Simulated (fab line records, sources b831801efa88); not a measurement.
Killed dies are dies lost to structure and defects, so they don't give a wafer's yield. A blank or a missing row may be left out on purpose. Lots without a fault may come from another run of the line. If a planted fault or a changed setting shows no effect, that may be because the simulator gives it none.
Problem report, 8D (eight disciplines) form, completed by code :: flow sky130 :: the parts of the form that need people (team, actions taken, sign-off) are left out

## 1. THE ISSUE
Wafers free of any fault read 593 nm (standard deviation 7.1) for FIELD_ISO_CVD_24_THK at SKY_FIELD_ISO_THK_MEAS_25, against a mean of 267 nm on 3 wafers of 2 lots. Relative to the usual mean, that is a shift of -46 standard deviations.
First seen on wafer L147.3, day 3 16:12, on film metro-03. The record has a number at this step for 36 wafers belonging to 12 lots. By rule, "out" or "out of limits" means more than 4 standard deviations away from the usual mean. The other wafers with a number count as sound.

## 2. WHAT IT IS AND WHAT IT IS NOT
question: which readings at this step
is: FIELD_ISO_CVD_24_THK
is not: -

question: which lots
is: L147, L151
is not: L142, L144, L145, L146, L148, L157, L161, L162, L163, L164

question: which wafers of those lots
is: L147.3, L151.3, L151.5
is not: L147.2, L147.6, L151.1

question: read on which gauges
is: film metro-02, film metro-03
is not: film metro-01

question: when
is: from day 3 16:12
is not: up to then (14 sound wafers); but 19 sound wafers of L148, L151, L157, L161, L162, L163, L164 came after

## 3. SUSPECTS, AND WHAT RULES EACH OUT
Counting: any tool at a process step up to the reading remains a suspect provided it ran every lot that is out. Sound lots after the first of them don't rule it out here, since some wafers of a struck lot are sound.
- ruled out: the gauge at SKY_FIELD_ISO_THK_MEAS_25. Those wafers that are out were read across 2 gauges (film metro-02, film metro-03).
- hdpcvd-01 at SKY_FIELD_ISO_CVD_24 (deposits SiO2, target thk 595 nm, time 99.2 s): kept. It ran every lot that is out, first L147 (day 3 16:07); its last sound lot up to then is L146 (day 3 09:22).
Left after counting: hdpcvd-01 at SKY_FIELD_ISO_CVD_24.

## 4. THE CAUSE (what the simulator had put in)
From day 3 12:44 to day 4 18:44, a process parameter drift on hdpcvd-01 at SKY_FIELD_ISO_CVD_24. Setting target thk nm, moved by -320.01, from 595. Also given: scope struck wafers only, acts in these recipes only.
The count eliminated every tool but this one.

## 5. THE CHAIN OF EFFECTS, in route order
Rows list readings where the struck wafers' mean (over those with a number) sits beyond 3 standard deviations from the usual. Scope: only readings with a usual standard deviation given in the record; hours: median across lots of the time from each lot's start at the first step in this table that gives one to its start at this step; sigmas: change in usual standard deviations.
hours: 0
step: SKY_FIELD_ISO_THK_MEAS_25
reading: FIELD_ISO_CVD_24_THK
usual: 593 nm
on struck wafers: 267
change: -326
sigmas: -46

hours: 6
step: SKY_FIELD_ISO_CMP_27
reading: time to endpoint s
usual: 110 s
on struck wafers: 47
change: -63
sigmas: -13

hours: 1051
step: SKY_PAD_OPEN_PROBE_99
reading: killed at front end
usual: 15
on struck wafers: 419
change: +404
sigmas: +92

hours: 1051
step: SKY_PAD_OPEN_PROBE_99
reading: killed dies
usual: 87
on struck wafers: 492
change: +405
sigmas: +43

hours: 1051
step: SKY_PAD_OPEN_PROBE_99
reading: killed on rim
usual: 17
on struck wafers: 96
change: +79
sigmas: +20
It contains these process steps:
- SKY_FIELD_ISO_CMP_27: polishes, stops on Si3N4, t overpolish 16 s, target thk 457.8 nm.
- SKY_PAD_OPEN_PROBE_99

## 6. WHAT WOULD HAVE CAUGHT IT SOONER
Counted from the fault's start at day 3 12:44, it took 3 hours until the first out-of-limits reading at a measuring or inspecting step in this record, taken at day 3 16:12.
Among the 2 lots that are out, L151 began SKY_FIELD_ISO_CVD_24 on hdpcvd-01 after day 3 16:12. Putting the tool on hold at that point would have spared it.
